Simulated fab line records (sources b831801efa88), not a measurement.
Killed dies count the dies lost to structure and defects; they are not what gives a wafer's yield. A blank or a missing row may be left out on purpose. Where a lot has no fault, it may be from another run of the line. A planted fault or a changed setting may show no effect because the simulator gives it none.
fab line records	flow gf180mcu
record lots=12	wafers=34	last-day=34
route steps=602 shown DNWELL@40 LVPWELL@56 M2@379 V2@385
lots that met no fault: taken from a fault-free run of the same line
start-h: the number of hours between the record's first day and the start of the first shown wafer of the lot	wait-h: hours elapsed since this lot's preceding step	" identical to the entry in the row above	L1.1+2: a single row standing in for several wafers	- either no value or no given start	* or withheld: withheld	< > ~ a bound
route shown NAME@n: NAME is a module with steps in the file, n the number in the route of the first one	usual: average and standard deviation across the fault-free wafers	same: alike in all rows	chamber/n: place in a boat	sites: each site's reading	_std_site: the values' standard deviation	_edge_site: mean of outer sites minus mean of inner sites	radius-mm: how far each site lies from the wafer's centre	mask NAME#n: copy n	behind: the most recent tool/chamber to have shaped the wafer	hold: what put the lot on hold/how long, in hours/how the hold closed	device: whichever transistor did not switch (one of n, p or np)	end of line: tests of these same wafers at the route's end	for a step that has no rows: nothing shown but its recipe	killed: dies lost to structure and defects at the first sort, not the wafer's yield	map: per-die view of a wafer (x killed, . not killed, _ where there is no die)
set.NAME: the setting as run; set.NAME@STEP: as run at that earlier step	model.NAME: the simulator's own value behind a step, which no gauge read
steps of the route over a sample of lots; a table a step, a row a wafer
services: from which hour (start-h, from the record's first day; less than 0 if before it) a tool's chamber was out of use, for how many hours, and why
## steps
# step GF_DNWELL_STRIP_08
# recipe chemistry=O2/N2	power-w=1400	pressure-mtorr=1500	platen-temp-c=250	o2-flow-sccm=3000	n2-flow-sccm=300	overash-fraction=0.5
# usual drypump-motor-current-A=5.8/0.45	heater-power-w=321/30	oes-product-au=0.722/0.0046	platen-temp-c=250.01/0.19	strip-time-to-endpoint-s=36.95/0.11
lot.wafer	tool	chamber	start-h	wait-h	drypump-motor-current-A	heater-power-w	oes-product-au	platen-temp-c	rf-hours-counter-h	strip-time-to-endpoint-s
L867.1	plasma-asher-04	0	42.56	0.1	5.9	320	0.719	249.96	39	36.96
L867.2	"	1	"	"	6.5	326	0.718	250.04	39	36.76
L867.4	"	0	"	"	5.9	333	0.721	250.34	-	36.80
L870.1	plasma-asher-01	1	58.78	0.1	5.3	333	0.724	250.16	39	36.86
L870.3	"	1	"	"	5.2	328	0.722	250.06	-	36.92
L870.4	"	0	"	"	6.1	274	0.721	250.14	-	36.88
L873.1	plasma-asher-01	1	75.06	0.1	5.3	333	0.712	250.06	40	36.87
L873.2	"	0	"	"	6.1	268	0.721	250.16	40	36.87
L873.6	"	0	"	"	6.1	276	0.719	250.51	-	36.86
L874.2	plasma-asher-01	0	80.60	0.1	6.1	274	0.722	249.99	41	36.95
L874.5	"	1	"	"	5.3	327	0.723	249.88	-	36.94
L874.6	"	0	"	"	6.1	273	0.721	250.22	-	36.96
L876.1	plasma-asher-04	0	90.01	0.1	5.9	327	0.719	249.91	44	37.13
L876.4	"	0	"	"	5.9	324	0.721	249.96	-	37.15
L879.1	plasma-asher-01	1	105.25	0.1	5.3	328	0.727	250.07	44	37.07
L879.2	"	0	"	"	6.1	276	0.717	249.95	44	37.10
L880.1	plasma-asher-04	1	111.65	0.1	6.5	318	0.720	250.18	46	36.94
L880.3	"	0	"	"	5.9	326	0.721	250.14	-	36.99
L880.6	"	1	"	"	6.5	327	0.727	250.31	-	36.93
L883.1	plasma-asher-01	1	127.92	0.1	5.3	328	0.719	249.88	1	36.85
L883.2	"	0	"	"	6.1	273	0.718	249.80	1	36.87
L883.3	"	0	"	"	6.1	265	0.724	250.07	-	36.89
L885.1	plasma-asher-04	0	138.76	0.1	5.8	335	0.723	250.41	49	37.11
L885.5	"	0	"	"	5.8	331	0.730	250.42	-	37.08
L885.6	"	1	"	"	6.5	316	0.733	250.10	-	37.07
L886.1	plasma-asher-01	0	141.31	0.1	6.1	267	0.721	249.96	2	37.20
L886.3	"	1	"	"	5.3	328	0.723	250.16	-	37.19
L886.5	"	1	"	"	5.2	324	0.723	249.91	-	37.16
L889.2	plasma-asher-01	0	159.41	0.1	6.1	266	0.724	249.90	4	37.07
L889.4	"	1	"	"	5.2	330	0.717	250.14	-	37.01
L889.5	"	0	"	"	6.1	265	0.720	250.01	-	36.98
L890.2	plasma-asher-01	1	163.86	0.1	5.3	333	0.721	250.15	5	37.02
L890.4	"	0	"	"	6.1	267	0.727	249.83	-	37.02
L890.6	"	0	"	"	6.1	273	0.721	249.79	-	37.00
# step GF_LVPWELL_COAT_02
# recipe spin-rpm=2000	resist-thk-nm=3000
# usual chill-plate-temp-C=23.01/0.11	exhaust-pa=45.1/0.91
lot.wafer	tool	chamber	start-h	wait-h	chill-plate-temp-C	exhaust-pa
L867.1	litho-track-02	0	60.96	0.1	22.84	45.3
L867.2	"	0	"	"	22.84	43.7
L867.4	"	0	"	"	22.93	44.1
L870.1	litho-track-03	0	78.64	0.1	23.04	45.2
L870.3	"	0	"	"	23.11	46.9
L870.4	"	0	"	"	23.06	44.2
L873.1	litho-track-04	0	96.47	0.1	22.86	44.2
L873.2	"	0	"	"	22.85	43.8
L873.6	"	0	"	"	22.92	44.8
L874.2	litho-track-04	0	101.50	0.1	23.27	46.0
L874.5	"	0	"	"	23.30	46.3
L874.6	"	0	"	"	23.26	46.8
L876.1	litho-track-04	0	111.97	0.1	23.04	45.1
L876.4	"	0	"	"	22.94	44.6
L879.1	litho-track-04	0	128.07	0.1	22.92	45.8
L879.2	"	0	"	"	22.87	44.6
L880.1	litho-track-02	0	134.06	0.1	23.00	44.0
L880.3	"	0	"	"	23.03	43.4
L880.6	"	0	"	"	22.90	45.4
L883.1	litho-track-02	0	151.51	0.1	22.74	43.4
L883.2	"	0	"	"	22.89	43.8
L883.3	"	0	"	"	23.08	44.1
L885.1	litho-track-02	0	162.11	0.1	22.91	46.2
L885.5	"	0	"	"	23.04	45.4
L885.6	"	0	"	"	23.00	45.5
L886.1	litho-track-03	0	165.14	0.1	22.96	43.8
L886.3	"	0	"	"	23.18	45.4
L886.5	"	0	"	"	23.07	44.7
L889.2	litho-track-04	0	184.15	0.1	23.12	45.7
L889.4	"	0	"	"	23.14	45.2
L889.5	"	0	"	"	23.03	45.8
L890.2	litho-track-03	0	188.16	0.1	22.88	44.9
L890.4	"	0	"	"	22.98	44.9
L890.6	"	0	"	"	23.07	45.1
# step GF_LVPWELL_STRIP_10
# recipe chemistry=O2/N2	power-w=1400	pressure-mtorr=1500	platen-temp-c=250	o2-flow-sccm=3000	n2-flow-sccm=300	overash-fraction=0.5
# usual drypump-motor-current-A=5.8/0.42	heater-power-w=325/40	oes-product-au=0.723/0.0047	platen-temp-c=249.97/0.2	strip-time-to-endpoint-s=37.02/0.12
lot.wafer	tool	chamber	start-h	wait-h	drypump-motor-current-A	heater-power-w	oes-product-au	platen-temp-c	rf-hours-counter-h	strip-time-to-endpoint-s
L867.1	plasma-asher-02	1	68.41	0.1	5.5	398	0.717	250.27	43	36.91
L867.2	"	0	"	"	5.8	293	0.726	249.84	43	36.99
L867.4	"	1	"	"	5.5	410	0.716	250.09	-	36.93
L870.1	plasma-asher-02	1	85.84	0.1	5.4	406	0.729	250.18	45	37.01
L870.3	"	0	"	"	5.7	286	0.723	249.86	-	36.98
L870.4	"	1	"	"	5.4	399	0.724	249.87	-	36.88
L873.1	plasma-asher-01	1	103.89	0.1	5.2	328	0.717	250.20	43	37.10
L873.2	"	0	"	"	6.1	269	0.724	249.75	43	36.98
L873.6	"	0	"	"	6.1	282	0.728	249.92	-	37.08
L874.2	plasma-asher-04	1	108.66	0.1	6.5	330	0.732	250.02	46	37.26
L874.5	"	1	"	"	6.5	326	0.720	250.01	-	37.23
L874.6	"	0	"	"	5.9	321	0.735	249.93	-	37.24
L876.1	plasma-asher-02	0	119.64	0.1	5.8	290	0.728	250.13	49	37.03
L876.4	"	0	"	"	5.7	293	0.717	249.87	-	40.89
L879.1	plasma-asher-02	1	136.64	0.1	5.5	403	0.725	249.71	50	37.24
L879.2	"	0	"	"	5.8	295	0.728	249.80	50	41.18
L880.1	plasma-asher-01	0	142.41	0.1	6.1	271	0.729	249.98	2	36.92
L880.3	"	0	"	"	6.1	264	0.723	250.18	-	36.98
L880.6	"	0	"	"	6.1	267	0.731	249.94	-	36.99
L883.1	plasma-asher-04	1	160.08	0.1	6.5	318	0.719	250.34	51	36.85
L883.2	"	0	"	"	5.9	328	0.725	249.65	51	36.88
L883.3	"	0	"	"	5.8	328	0.723	250.13	-	36.91
L885.1	plasma-asher-01	0	170.59	0.1	6.1	270	0.729	250.15	5	36.84
L885.5	"	1	"	"	5.2	336	0.726	249.77	-	36.82
L885.6	"	0	"	"	6.1	273	0.714	250.02	-	36.89
L886.1	plasma-asher-02	0	174.26	0.1	5.8	296	0.728	250.03	54	37.02
L886.3	"	1	"	"	5.5	408	0.732	249.65	-	37.03
L886.5	"	1	"	"	5.4	400	0.721	249.71	-	37.21
L889.2	plasma-asher-02	1	192.99	0.1	5.4	389	0.729	249.92	56	36.87
L889.4	"	1	"	"	5.5	406	0.729	250.00	-	37.04
L889.5	"	0	"	"	5.7	299	0.734	250.32	-	36.96
L890.2	plasma-asher-02	0	197.07	0.1	5.7	292	0.722	249.99	56	37.16
L890.4	"	0	"	"	5.7	297	0.722	250.05	-	37.04
L890.6	"	0	"	"	5.8	295	0.714	249.88	-	37.08
# step GF_M2_STRIP_17
# recipe chemistry=O2/N2	power-w=1400	pressure-mtorr=1500	platen-temp-c=250	o2-flow-sccm=3000	n2-flow-sccm=300	overash-fraction=0.5
# usual drypump-motor-current-A=5.6/0.33	heater-power-w=337/47	oes-product-au=0.538/0.0053	platen-temp-c=249.99/0.16	strip-time-to-endpoint-s=7.42/0.049
lot.wafer	tool	chamber	start-h	wait-h	drypump-motor-current-A	heater-power-w	oes-product-au	platen-temp-c	rf-hours-counter-h	strip-time-to-endpoint-s
L867.1	plasma-asher-03	0	435.13	0.1	6.0	366	0.542	249.97	68	7.38
L867.2	"	1	"	"	5.3	352	0.544	249.96	68	7.37
L867.4	"	0	"	"	6.0	353	0.525	249.70	-	7.35
L870.1	plasma-asher-02	0	467.97	0.1	5.8	296	0.542	250.26	4	7.46
L870.3	"	1	"	"	5.4	416	0.535	249.99	-	7.51
L870.4	"	0	"	"	5.8	292	0.540	250.27	-	7.46
L873.1	plasma-asher-02	0	497.20	0.1	5.7	291	0.534	249.84	7	7.43
L873.2	"	1	"	"	5.5	416	0.545	249.87	7	7.46
L873.6	"	1	"	"	5.5	418	0.532	249.86	-	7.38
L874.2	plasma-asher-03	0	508.51	0.2	6.0	359	0.543	250.14	75	7.48
L874.5	"	1	"	"	5.3	343	0.534	249.61	-	7.44
L874.6	"	0	"	"	6.0	353	0.544	250.16	-	7.47
L876.1	plasma-asher-01	1	522.58	0.1	5.3	330	0.534	249.86	41	7.42
L876.4	"	0	"	"	6.1	273	0.539	249.90	-	7.42
L879.1	plasma-asher-03	1	554.03	0.1	5.3	352	0.543	250.06	80	7.45
L879.2	"	0	"	"	6.0	349	0.534	249.82	80	7.43
L880.1	plasma-asher-02	1	555.63	0.1	5.5	409	0.532	249.94	13	7.45
L880.3	"	0	"	"	5.8	291	0.535	250.05	-	7.44
L880.6	"	1	"	"	5.5	422	0.538	250.01	-	7.40
L883.1	plasma-asher-01	0	579.62	0.1	6.1	270	0.535	250.13	47	7.48
L883.2	"	1	"	"	5.3	333	0.547	249.68	47	7.50
L883.3	"	1	"	"	5.2	328	0.540	250.25	-	7.44
L885.1	plasma-asher-01	0	591.72	0.1	6.1	274	0.540	249.95	48	7.43
L885.5	"	1	"	"	5.2	332	0.538	250.47	-	7.48
L885.6	"	0	"	"	6.1	266	0.538	250.20	-	7.41
L886.1	plasma-asher-02	0	598.07	0.1	5.8	299	0.543	249.80	17	7.47
L886.3	"	0	"	"	5.8	285	0.536	249.68	-	7.44
L886.5	"	1	"	"	5.5	414	0.539	249.95	-	7.48
L889.2	plasma-asher-02	0	618.12	0.1	5.7	288	0.534	249.93	20	7.38
L889.4	"	0	"	"	5.8	290	0.530	250.00	-	7.32
L889.5	"	0	"	"	5.7	289	0.540	249.96	-	7.33
L890.2	plasma-asher-01	1	624.87	0.1	5.3	323	0.535	249.85	49	7.34
L890.4	"	0	"	"	6.1	266	0.541	249.98	-	7.34
L890.6	"	1	"	"	5.3	326	0.540	249.78	-	7.41
# step GF_V2_THK_MEAS_03
# recipe reads=SiO2_of_V2_CVD_02
# usual V2_CVD_02_THK=850/10
lot.wafer	tool	chamber	start-h	wait-h	V2_CVD_02_THK[nm]
L867.1	film-metro-04	-	435.88	0.0	844
L867.2	"	-	"	"	847
L867.4	"	-	"	"	861
L870.1	film-metro-03	-	468.70	0.0	838
L870.3	"	-	"	"	837
L870.4	"	-	"	"	857
L873.1	film-metro-04	-	498.27	0.0	832
L873.2	"	-	"	"	846
L873.6	"	-	"	"	860
L874.2	film-metro-01	-	509.30	0.0	834
L874.5	"	-	"	"	857
L874.6	"	-	"	"	867
L876.1	film-metro-03	-	523.31	0.0	855
L876.4	"	-	"	"	860
L879.1	film-metro-04	-	554.80	0.0	832
L879.2	"	-	"	"	842
L880.1	film-metro-04	-	556.43	0.0	844
L880.3	"	-	"	"	845
L880.6	"	-	"	"	857
L883.1	film-metro-03	-	580.36	0.0	832
L883.2	"	-	"	"	836
L883.3	"	-	"	"	846
L885.1	film-metro-04	-	592.58	0.0	846
L885.5	"	-	"	"	856
L885.6	"	-	"	"	860
L886.1	film-metro-01	-	598.80	0.0	852
L886.3	"	-	"	"	839
L886.5	"	-	"	"	855
L889.2	film-metro-03	-	618.87	0.0	839
L889.4	"	-	"	"	855
L889.5	"	-	"	"	840
L890.2	film-metro-01	-	625.62	0.0	844
L890.4	"	-	"	"	863
L890.6	"	-	"	"	856
## services
tool	chamber	start-h	hours	kind
plasma-asher-03	-	23.74	0.4	repair
plasma-asher-01	-	25.24	2.0	repair
plasma-asher-04	-	58.75	2.8	pm
plasma-asher-01	-	108.75	9.0	pm
plasma-asher-01	0	108.75	9.0	vent-cycle
plasma-asher-01	1	108.75	9.0	vent-cycle
plasma-asher-01	0	117.75	-	clean
plasma-asher-01	1	117.75	-	clean
plasma-asher-04	-	176.37	1.9	repair
plasma-asher-03	-	223.86	2.8	pm
litho-track-04	-	244.92	-	consumable-replace:filter
plasma-asher-02	-	312.28	2.8	pm
plasma-asher-02	-	317.66	1.6	repair
plasma-asher-01	-	363.71	1.3	repair
plasma-asher-02	-	421.25	9.0	pm
plasma-asher-02	0	421.25	9.0	vent-cycle
plasma-asher-02	1	421.25	9.0	vent-cycle
plasma-asher-02	0	430.25	-	clean
plasma-asher-02	1	430.25	-	clean
litho-track-04	-	454.64	-	consumable-replace:filter
plasma-asher-01	-	488.35	2.8	pm
plasma-asher-02	-	540.91	4.0	repair
plasma-asher-01	-	585.26	4.3	pm
plasma-asher-01	-	602.21	15.6	pm
## key
first-sign step=GF_LVPWELL_STRIP_10	reading=strip-time-to-endpoint-s	direction=up	sigmas=33	usual=*	struck=*
effect none on later readings
met-at GF_LVPWELL_COAT_02
struck-lots L876,L879
struck-wafers L876.4,L879.2
tester-left-out L876,L879
not-acting-at GF_DNWELL_STRIP_08,GF_M2_STRIP_17,GF_V2_THK_MEAS_03
onset-between 101.50 111.97
fault kind=process-parameter-drift	tool=litho-track-04	chamber=-	onset-h=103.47	steps=GF_LVPWELL_COAT_02	channel=resist-thk-nm	offset=*	shape=step	end-h=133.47	scope=struck-wafers-only	acts-in=*	stated=*
# tester-left-out: of these lots the tester's yield and bins aren't shown, on N5 and GAA mostly nor the transistor test; their killed dies are dies lost to structure and defects alone, not to doping, threshold or leakage, so they don't give the yield
